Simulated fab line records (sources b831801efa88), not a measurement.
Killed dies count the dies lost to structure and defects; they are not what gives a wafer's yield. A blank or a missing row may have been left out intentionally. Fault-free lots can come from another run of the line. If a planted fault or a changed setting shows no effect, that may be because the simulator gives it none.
Which tool was responsible? + flow sky130 + 18 wafers from 6 lots sampled at 3 of the route's 708 steps

== WHAT THE GAUGES SHOWED, per wafer ==
SKY_LDD_N_TW_MEAS_17.
| lot  | measured     | on           | LDD_N_TW       |
|------|--------------|--------------|----------------|
| L326 | day 18 22:39 | filmMetro-03 | 2576 2592 2587 |
| L329 | day 19 19:56 | filmMetro-03 | 2587 2582 2586 |
| L331 | day 20 15:00 | filmMetro-03 | 2605 2589 2614 |
| L336 | day 22 14:01 | filmMetro-03 | 2666 2652 2665 |
| L341 | day 24 00:33 | filmMetro-01 | 2649 2643 2646 |
| L345 | day 25 20:01 | filmMetro-01 | 2585 2597 2573 |

== TOOL THAT RAN EACH LOT (tool first, then ch and the chambers of the sampled wafers, then the start) ==
| lot  | SKY_LDD_N_IMPLANT_09            | SKY_LDD_N_STRIP_16                  |
|------|---------------------------------|-------------------------------------|
| L326 | implanter-04 ch 0, day 18 21:30 | plasmaAsher-01 ch 0,1, day 18 22:33 |
| L329 | implanter-03 ch 0, day 19 18:47 | plasmaAsher-02 ch 0,1, day 19 19:50 |
| L331 | implanter-04 ch 0, day 20 13:51 | plasmaAsher-02 ch 1, day 20 14:54   |
| L336 | implanter-04 ch 0, day 22 12:54 | plasmaAsher-03 ch 0,1, day 22 13:56 |
| L341 | implanter-04 ch 0, day 23 23:24 | plasmaAsher-03 ch 0,1, day 24 00:27 |
| L345 | implanter-02 ch 0, day 25 18:54 | plasmaAsher-01 ch 0,1, day 25 19:56 |
- SKY_LDD_N_IMPLANT_09
- SKY_LDD_N_STRIP_16: strips in O2/N2.

== THE ANSWER, worked out from the rows above alone ==
Rule: the lots themselves supply what counts as usual. The widest of any qualifying gaps counts: lots, ordered by their means at a reading, are off when they make up no more than a third of the lots, leave a main group of 4 or more, and stand apart from it by 3 or more times the standard deviation of that group's means. A main group whose means are all the same, to the digits that the tables above print for the reading, isn't used. Also off: a lot with no number at a reading for which 4 or more lots have one. Where the step has rows for the other lots, those lots are counted as sound.
Off: L336, L341, seen at SKY_LDD_N_TW_MEAS_17 (LDD_N_TW). Mean 2589 and standard deviation 7.6 in the main group.
A tool fits if, at a process step before that reading, it ran every lot that is off, and no sound lot after the first of them. Those tools and the gauges at SKY_LDD_N_TW_MEAS_17 are tried in the same way. Can't be told from this: 2 tools fit, implanter-04 at SKY_LDD_N_IMPLANT_09, plasmaAsher-03 at SKY_LDD_N_STRIP_16.

== WHAT HAD BEEN PUT IN BY THE SIMULATOR ==
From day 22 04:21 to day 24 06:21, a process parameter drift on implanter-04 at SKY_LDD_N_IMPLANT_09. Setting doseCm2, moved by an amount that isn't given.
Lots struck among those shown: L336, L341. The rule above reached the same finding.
